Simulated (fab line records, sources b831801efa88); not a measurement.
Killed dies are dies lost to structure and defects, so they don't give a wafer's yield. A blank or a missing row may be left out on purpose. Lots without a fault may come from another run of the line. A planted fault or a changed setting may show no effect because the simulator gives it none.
Which tool did it? | flow sky130 | 11 lots, 33 wafers sampled, at 4 steps of a route of 708

WHAT THE GAUGES READ, wafer by wafer
SKY_VIA4_THK_MEAS_01.
lot  | measured     | on            | VIA4_HDPCVD_THK (nm)
L379 | day 42 09:34 | film_metro-01 | 1773 1724 1768
L380 | day 42 10:49 | film_metro-03 | 1769 1786 1780
L382 | day 42 20:43 | film_metro-01 | 1727 1728 1723
L384 | day 44 01:22 | film_metro-03 | 1749 1744 1751
L385 | day 44 04:08 | film_metro-03 | 1739 1748 1756
L386 | day 44 05:15 | film_metro-03 | 1723 1742 1747
L389 | day 44 22:16 | film_metro-03 | 1737 1768 1759
L391 | day 45 12:11 | film_metro-01 | 1746 1760 1783
L390 | day 45 14:03 | film_metro-02 | 1753 1808 1771
L396 | day 47 03:17 | film_metro-01 | 1753 1722 1424
L402 | day 47 22:19 | film_metro-01 | 1743 1704 1732

WHICH TOOL RAN EACH LOT (tool, then ch and the chambers of the sampled wafers, then the start)
lot  | SKY_VIA3_ETCH_15                   | SKY_VIA3_CVD_21               | SKY_VIA4_HDPCVD_00
L379 | rie_diel-02 ch 1,2, day 40 05:23   | cvd_w-02 ch 0,1, day 40 06:08 | hdpcvd-01 ch 0,1,2, day 42 09:22
L380 | rie_diel-03 ch 1,2,3, day 40 05:29 | cvd_w-02 ch 0,1, day 40 06:16 | hdpcvd-01 ch 0,2, day 42 10:39
L382 | rie_diel-02 ch 0,1,2, day 40 17:10 | cvd_w-02 ch 0,1, day 40 18:19 | hdpcvd-02 ch 1,2, day 42 20:32
L384 | rie_diel-02 ch 0,1,2, day 41 23:17 | cvd_w-01 ch 0,1, day 42 00:04 | hdpcvd-01 ch 0,1, day 44 01:11
L385 | rie_diel-03 ch 0,1,3, day 42 00:59 | cvd_w-01 ch 0,1, day 42 01:51 | hdpcvd-02 ch 1,2, day 44 03:57
L386 | rie_diel-02 ch 0,1,2, day 42 02:01 | cvd_w-02 ch 0,1, day 42 02:47 | hdpcvd-02 ch 0,1,2, day 44 05:04
L389 | rie_diel-03 ch 0,3, day 42 22:17   | cvd_w-02 ch 0,1, day 42 23:21 | hdpcvd-02 ch 0,2, day 44 22:04
L391 | rie_diel-01 ch 0,3, day 43 12:11   | cvd_w-01 ch 1, day 43 12:54   | hdpcvd-02 ch 0,1, day 45 11:43
L390 | rie_diel-01 ch 1,2,3, day 43 13:52 | cvd_w-01 ch 0,1, day 43 14:40 | hdpcvd-02 ch 1,2, day 45 13:46
L396 | rie_diel-03 ch 0,1, day 45 05:55   | cvd_w-01 ch 0,1, day 45 06:38 | hdpcvd-02 ch 0,2, day 47 03:06
L402 | rie_diel-03 ch 0,3, day 46 02:08   | cvd_w-01 ch 0, day 46 03:20   | hdpcvd-01 ch 0,1, day 47 22:08
- SKY_VIA3_ETCH_15: etches SiO2 in C4F8/O2/Ar, stops on TiN, target depth 507 nm, time 78 s.
- SKY_VIA3_CVD_21: deposits W, target thk 390 nm, time 117.31 s.
- SKY_VIA4_HDPCVD_00: deposits SiO2, target thk 1750 nm, time 291.7 s.

THE ANSWER, worked out from the rows above alone
Rule: what is usual is taken from the lots themselves. Put in order of their means at a reading, lots are off if they are a third of the lots or fewer, leave a main group of 4 or more, and stand apart from it by a gap of 3 or more times the standard deviation of the main group's means; of several such gaps the widest counts. A main group whose means are all the same, to the digits that the tables above print for the reading, isn't used. A lot without any number at a reading at which 4 lots or more have one is off too. The other lots that the step has rows for count as sound.
Off: L396, at SKY_VIA4_THK_MEAS_01 (VIA4_HDPCVD_THK). The main group: mean 1751 nm, standard deviation 17.
A tool fits if, at a process step before that reading, it ran every lot that is off, and no sound lot after the first of them. The gauges at SKY_VIA4_THK_MEAS_01 are tried like those tools. One fits: hdpcvd-02 at SKY_VIA4_HDPCVD_00. Its last sound lot is L390 (day 45 13:46), its first lot that is off L396 (day 47 03:06): a fault that began between those two fits.

WHAT THE SIMULATOR HAD PUT IN
Process parameter drift: hdpcvd-02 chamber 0, from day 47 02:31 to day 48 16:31, at SKY_VIA4_HDPCVD_00. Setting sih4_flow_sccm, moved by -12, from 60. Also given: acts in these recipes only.
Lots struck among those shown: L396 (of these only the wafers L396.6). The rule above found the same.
